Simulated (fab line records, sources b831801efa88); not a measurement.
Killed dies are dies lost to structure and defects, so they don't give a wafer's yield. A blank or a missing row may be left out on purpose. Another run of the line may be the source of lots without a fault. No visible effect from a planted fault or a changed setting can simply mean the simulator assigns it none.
What tool caused it? || flow sky130 || 39 wafers from 13 lots sampled at 3 of the route's 708 steps

## WHAT THE GAUGES READ, wafer by wafer
SKY_VT_ADJUST_LVTN_TW_MEAS_10.
{"lot": "L522", "measured": "day 7 04:02", "on": "filmMetro-02", "VT_ADJUST_LVTN_TW": "236 239 237"}
{"lot": "L523", "measured": "day 7 07:22", "on": "filmMetro-03", "VT_ADJUST_LVTN_TW": "239 240 239"}
{"lot": "L524", "measured": "day 7 14:20", "on": "filmMetro-01", "VT_ADJUST_LVTN_TW": "244 245 243"}
{"lot": "L525", "measured": "day 7 18:11", "on": "filmMetro-02", "VT_ADJUST_LVTN_TW": "236 236 237"}
{"lot": "L526", "measured": "day 8 06:17", "on": "filmMetro-01", "VT_ADJUST_LVTN_TW": "245 244 244"}
{"lot": "L529", "measured": "day 9 00:26", "on": "filmMetro-01", "VT_ADJUST_LVTN_TW": "245 244 246"}
{"lot": "L530", "measured": "day 9 09:02", "on": "filmMetro-03", "VT_ADJUST_LVTN_TW": "241 239 239"}
{"lot": "L531", "measured": "day 9 20:08", "on": "filmMetro-02", "VT_ADJUST_LVTN_TW": "237 235 237"}
{"lot": "L532", "measured": "day 9 20:29", "on": "filmMetro-02", "VT_ADJUST_LVTN_TW": "237 235 237"}
{"lot": "L533", "measured": "day 10 06:02", "on": "filmMetro-02", "VT_ADJUST_LVTN_TW": "237 239 239"}
{"lot": "L534", "measured": "day 10 09:56", "on": "filmMetro-03", "VT_ADJUST_LVTN_TW": "239 239 239"}
{"lot": "L543", "measured": "day 12 22:12", "on": "filmMetro-02", "VT_ADJUST_LVTN_TW": "237 238 237"}
{"lot": "L544", "measured": "day 13 05:05", "on": "filmMetro-03", "VT_ADJUST_LVTN_TW": "241 241 242"}

SKY_VT_ADJUST_LVTN_TW_MEAS_21.
{"lot": "L522", "measured": "day 7 23:55", "on": "filmMetro-02", "VT_ADJUST_LVTN_2_TW": "184.7 184.0 184.5"}
{"lot": "L523", "measured": "day 8 03:01", "on": "filmMetro-03", "VT_ADJUST_LVTN_2_TW": "186.8 187.9 187.7"}
{"lot": "L524", "measured": "day 8 11:20", "on": "filmMetro-03", "VT_ADJUST_LVTN_2_TW": "186.9 186.2 187.2"}
{"lot": "L525", "measured": "day 8 14:58", "on": "filmMetro-03", "VT_ADJUST_LVTN_2_TW": "187.1 187.1 186.8"}
{"lot": "L526", "measured": "day 9 03:14", "on": "filmMetro-03", "VT_ADJUST_LVTN_2_TW": "186.7 188.0 187.3"}
{"lot": "L529", "measured": "day 9 22:38", "on": "filmMetro-02", "VT_ADJUST_LVTN_2_TW": "183.9 183.4 184.4"}
{"lot": "L530", "measured": "day 10 06:59", "on": "filmMetro-02", "VT_ADJUST_LVTN_2_TW": "185.1 184.8 185.0"}
{"lot": "L531", "measured": "day 10 18:11", "on": "filmMetro-02", "VT_ADJUST_LVTN_2_TW": "186.4 185.0 185.3"}
{"lot": "L532", "measured": "day 10 18:29", "on": "filmMetro-03", "VT_ADJUST_LVTN_2_TW": "186.7 186.1 187.2"}
{"lot": "L533", "measured": "day 11 04:11", "on": "filmMetro-02", "VT_ADJUST_LVTN_2_TW": "184.2 184.1 184.1"}
{"lot": "L534", "measured": "day 11 09:59", "on": "filmMetro-01", "VT_ADJUST_LVTN_2_TW": "190.5 190.2 189.6"}
{"lot": "L543", "measured": "day 14 00:03", "on": "filmMetro-01", "VT_ADJUST_LVTN_2_TW": "189.8 189.6 188.3"}
{"lot": "L544", "measured": "day 14 07:23", "on": "filmMetro-03", "VT_ADJUST_LVTN_2_TW": "187.8 188.7 188.1"}

SKY_VT_ADJUST_HVTR_CD_MEAS_07 targets a cd of 380 nm.
{"lot": "L522", "measured": "day 9 18:37", "on": "cdSem-02", "cdNm (nm)": "383.4 383.7 383.5"}
{"lot": "L523", "measured": "day 9 22:13", "on": "cdSem-01", "cdNm (nm)": "384.3 382.0 383.0"}
{"lot": "L524", "measured": "day 10 05:50", "on": "cdSem-02", "cdNm (nm)": "377.6 378.1 379.5"}
{"lot": "L525", "measured": "day 10 09:49", "on": "cdSem-01", "cdNm (nm)": "375.3 379.7 379.1"}
{"lot": "L526", "measured": "day 10 23:28", "on": "cdSem-02", "cdNm (nm)": "379.6 378.3 381.6"}
{"lot": "L529", "measured": "day 11 20:55", "on": "cdSem-02", "cdNm (nm)": "374.8 374.0 377.7"}
{"lot": "L530", "measured": "day 12 05:29", "on": "cdSem-02", "cdNm (nm)": "379.7 378.6 378.8"}
{"lot": "L531", "measured": "day 12 16:55", "on": "cdSem-01", "cdNm (nm)": "376.6 378.1 380.2"}
{"lot": "L532", "measured": "day 12 17:31", "on": "cdSem-02", "cdNm (nm)": "382.5 381.5 382.4"}
{"lot": "L533", "measured": "day 13 04:38", "on": "cdSem-02", "cdNm (nm)": "377.0 379.6 378.3"}
{"lot": "L534", "measured": "day 13 11:34", "on": "cdSem-02", "cdNm (nm)": "379.9 377.7 378.4"}
{"lot": "L543", "measured": "day 16 05:44", "on": "cdSem-01", "cdNm (nm)": "384.5 384.0 388.1"}
{"lot": "L544", "measured": "day 16 13:32", "on": "cdSem-01", "cdNm (nm)": "378.7 376.1 375.1"}

## EACH LOT AND THE TOOL THAT RAN IT (in order: tool; ch and the chambers of the sampled wafers; start)
The record holds no process step before these readings.

## AS READ BY THE TOOLS THEMSELVES (means over the sampled wafers that have a number; for cases with no such wafer, the mark the record gives instead)
The record holds no such reading with a usual standard deviation.

## THE ANSWER, worked out from the rows above alone
Rule: the usual values come from the lots themselves. The widest of any qualifying gaps counts: lots, ordered by their means at a reading, are off when they make up no more than a third of the lots, leave a main group of 4 or more, and stand apart from it by 3 or more times the standard deviation of that group's means. Not used: any main group whose means are identical at the precision the tables above print for the reading. A lot without any number at a reading at which 4 lots or more have one is off too. Where the step has rows for the other lots, those lots are counted as sound. The gauges are gone through in route order, then the tools' own readings, and for those a lot's mean is taken as printed above. At the first step where some lot is off, the reading lying furthest off is the one used; lots without a number count as furthest.
No lot is off at any reading shown: from this, nothing can be told.

## WHAT THE SIMULATOR HAD PUT IN
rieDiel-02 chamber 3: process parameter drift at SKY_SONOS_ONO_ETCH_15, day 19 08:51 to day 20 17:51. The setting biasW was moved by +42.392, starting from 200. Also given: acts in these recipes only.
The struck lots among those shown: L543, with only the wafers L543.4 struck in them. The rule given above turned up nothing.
